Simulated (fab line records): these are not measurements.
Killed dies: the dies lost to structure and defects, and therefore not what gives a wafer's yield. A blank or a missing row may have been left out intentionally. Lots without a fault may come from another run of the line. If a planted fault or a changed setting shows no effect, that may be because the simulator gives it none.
Which tool is to blame? | flow gf180mcu | 13 lots, 39 wafers sampled, at 5 steps of a route of 602

WHAT THE GAUGES READ, wafer by wafer
GF_SALICIDE_RS_MEAS_04: measurement is done with a four-point probe.
lot  | measured     | on            | SALICIDE_TIN_RS (ohm/sq)
L672 | day 15 21:55 | film metro-04 | 16.6 16.5 16.4
L680 | day 18 22:17 | film metro-03 | 15.9 15.9 15.9
L681 | day 19 06:52 | film metro-04 | 16.1 16.3 16.1
L684 | day 20 08:07 | film metro-01 | 16.1 16.1 16.4
L685 | day 20 12:43 | film metro-03 | 16.6 16.1 16.2
L686 | day 20 23:35 | film metro-03 | 16.4 16.1 16.2
L687 | day 21 08:42 | film metro-04 | 17.1 17.2 17.1
L688 | day 21 15:55 | film metro-03 | 16.6 16.7 16.7
L689 | day 22 01:23 | film metro-03 | 16.1 16.2 16.0
L690 | day 22 09:41 | film metro-04 | 16.1 16.1 16.0
L691 | day 22 14:02 | film metro-03 | 16.1 16.1 16.3
L692 | day 22 22:18 | film metro-04 | 16.2 16.2 16.0
L693 | day 23 18:13 | film metro-03 | 16.5 16.1 16.6

GF_CONTACT_CD_MEAS_14 targets a cd of 220 nm.
lot  | measured     | on        | cd nm (nm)
L672 | day 16 21:17 | cd sem-01 | 219.9 220.3 220.8
L680 | day 19 23:49 | cd sem-02 | 193.3 192.9 194.2
L681 | day 20 08:26 | cd sem-02 | 219.3 220.1 220.4
L684 | day 21 09:25 | cd sem-02 | 221.0 221.4 220.4
L685 | day 21 13:46 | cd sem-02 | 221.7 221.8 221.5
L686 | day 21 23:37 | cd sem-02 | 220.1 220.6 220.7
L687 | day 22 09:16 | cd sem-01 | 220.0 218.6 219.7
L688 | day 22 16:29 | cd sem-01 | 215.4 217.0 216.8
L689 | day 23 01:40 | cd sem-02 | 217.5 218.5 220.1
L690 | day 23 09:55 | cd sem-02 | 220.7 221.4 220.8
L691 | day 23 13:58 | cd sem-02 | 218.6 218.4 219.3
L692 | day 23 21:50 | cd sem-02 | 220.2 218.6 219.5
L693 | day 24 16:40 | cd sem-01 | 217.0 219.5 217.5

WHAT TOOL EACH LOT RAN ON (gives the tool, then ch and the chambers of the sampled wafers, and finally the start)
lot  | GF_SALICIDE_RTA_06               | GF_CONTACT_CMP_04             | GF_CONTACT_EXPOSE_11
L672 | rtp anneal-01 ch 0, day 15 22:05 | cmp-01 ch 0,1,3, day 15 22:40 | krf scanner-02 ch 0, day 16 10:05
L680 | rtp anneal-01 ch 0, day 18 22:27 | cmp-02 ch 0,3, day 18 23:09   | krf scanner-02 ch 0, day 19 12:17
L681 | rtp anneal-01 ch 0, day 19 07:03 | cmp-02 ch 1,3, day 19 07:35   | krf scanner-02 ch 0, day 19 20:25
L684 | rtp anneal-02 ch 0, day 20 08:18 | cmp-01 ch 1,2,3, day 20 08:58 | krf scanner-01 ch 0, day 20 21:28
L685 | rtp anneal-01 ch 0, day 20 12:54 | cmp-01 ch 0,2,3, day 20 13:26 | krf scanner-02 ch 0, day 21 02:00
L686 | rtp anneal-02 ch 0, day 20 23:46 | cmp-01 ch 0,2,3, day 21 00:24 | krf scanner-02 ch 0, day 21 12:49
L687 | rtp anneal-02 ch 0, day 21 08:52 | cmp-01 ch 0,2,3, day 21 09:23 | krf scanner-01 ch 0, day 21 21:44
L688 | rtp anneal-02 ch 0, day 21 16:05 | cmp-02 ch 0,3, day 21 16:35   | krf scanner-02 ch 0, day 22 04:54
L689 | rtp anneal-02 ch 0, day 22 01:34 | cmp-02 ch 0,1,2, day 22 02:08 | krf scanner-02 ch 0, day 22 14:28
L690 | rtp anneal-01 ch 0, day 22 09:52 | cmp-02 ch 0,2,3, day 22 10:23 | krf scanner-01 ch 0, day 22 22:36
L691 | rtp anneal-02 ch 0, day 22 14:13 | cmp-01 ch 1,2,3, day 22 14:49 | krf scanner-02 ch 0, day 23 02:34
L692 | rtp anneal-02 ch 0, day 22 22:29 | cmp-01 ch 0,1,2, day 22 23:01 | krf scanner-02 ch 0, day 23 10:59
L693 | rtp anneal-02 ch 0, day 23 18:23 | cmp-01 ch 0,3, day 23 18:56   | krf scanner-01 ch 0, day 24 05:46
- GF_SALICIDE_RTA_06: time 30 s.
- GF_CONTACT_CMP_04: polishes SiO2.
- GF_CONTACT_EXPOSE_11: exposes mask Contact, target cd 220 nm.

WHAT THE TOOLS THEMSELVES READ (means of the sampled wafers that have a number; where no wafer has one, the mark that the record gives instead)
GF_SALICIDE_RTA_06.
lot  | tool          | lamp power pct (%) | wafer_temp_C_max
L672 | rtp anneal-01 | 5.8                | 531.6
L680 | rtp anneal-01 | 5.8                | 531.8
L681 | rtp anneal-01 | 5.8                | 531.6
L684 | rtp anneal-02 | 7.0                | 532.3
L685 | rtp anneal-01 | 5.8                | 531.6
L686 | rtp anneal-02 | 7.0                | 532.5
L687 | rtp anneal-02 | 7.0                | 532.8
L688 | rtp anneal-02 | 7.0                | 531.8
L689 | rtp anneal-02 | 7.0                | 532.1
L690 | rtp anneal-01 | 5.8                | 531.7
L691 | rtp anneal-02 | 7.0                | 532.5
L692 | rtp anneal-02 | 7.0                | 532.7
L693 | rtp anneal-02 | 7.0                | 532.1

GF_CONTACT_CMP_04.
lot  | tool   | edge zone pressure frac | motor current A (A) | time to endpoint s (s)
L672 | cmp-01 | 1.000                   | 12.2                | 129
L680 | cmp-02 | 1.002                   | 11.2                | 108
L681 | cmp-02 | 1.004                   | 12.2                | 109
L684 | cmp-01 | 0.999                   | 13.0                | 107
L685 | cmp-01 | 1.003                   | 12.6                | 109
L686 | cmp-01 | 0.998                   | 12.1                | 109
L687 | cmp-01 | 1.002                   | 12.1                | 111
L688 | cmp-02 | 1.003                   | 11.5                | 110
L689 | cmp-02 | 1.000                   | 12.1                | 111
L690 | cmp-02 | 0.999                   | 11.8                | 109
L691 | cmp-01 | 1.002                   | 13.0                | 110
L692 | cmp-01 | 1.002                   | 12.0                | 109
L693 | cmp-01 | 0.995                   | 12.1                | 112

THE ANSWER, worked out from the rows above alone
Rule: the lots themselves supply what counts as usual. Put in order of their means at a reading, lots are off if they are a third of the lots or fewer, leave a main group of 4 or more, and stand apart from it by a gap of 3 or more times the standard deviation of the main group's means; of several such gaps the widest counts. If all means in a main group match to the digits the tables above print for the reading, that group is not used. Also off: a lot with no number at a reading for which 4 or more lots have one. Where the step has rows for the other lots, those lots are counted as sound. The gauges are gone through in route order, then the tools' own readings, and for those a lot's mean is taken as printed above. At the first step where some lot is off, the reading lying furthest off is the one used; lots without a number count as furthest.
Off, at GF_CONTACT_CD_MEAS_14 on cd nm: L680. Main group: mean 219.6 nm, sd 1.4.
If a tool, at a process step before that reading, ran all the lots that are off and no sound lot after the first of them, it fits. Those tools and the gauges at GF_CONTACT_CD_MEAS_14 are tried in the same way. None of those tried fits.

WHAT WAS PUT IN BY THE SIMULATOR
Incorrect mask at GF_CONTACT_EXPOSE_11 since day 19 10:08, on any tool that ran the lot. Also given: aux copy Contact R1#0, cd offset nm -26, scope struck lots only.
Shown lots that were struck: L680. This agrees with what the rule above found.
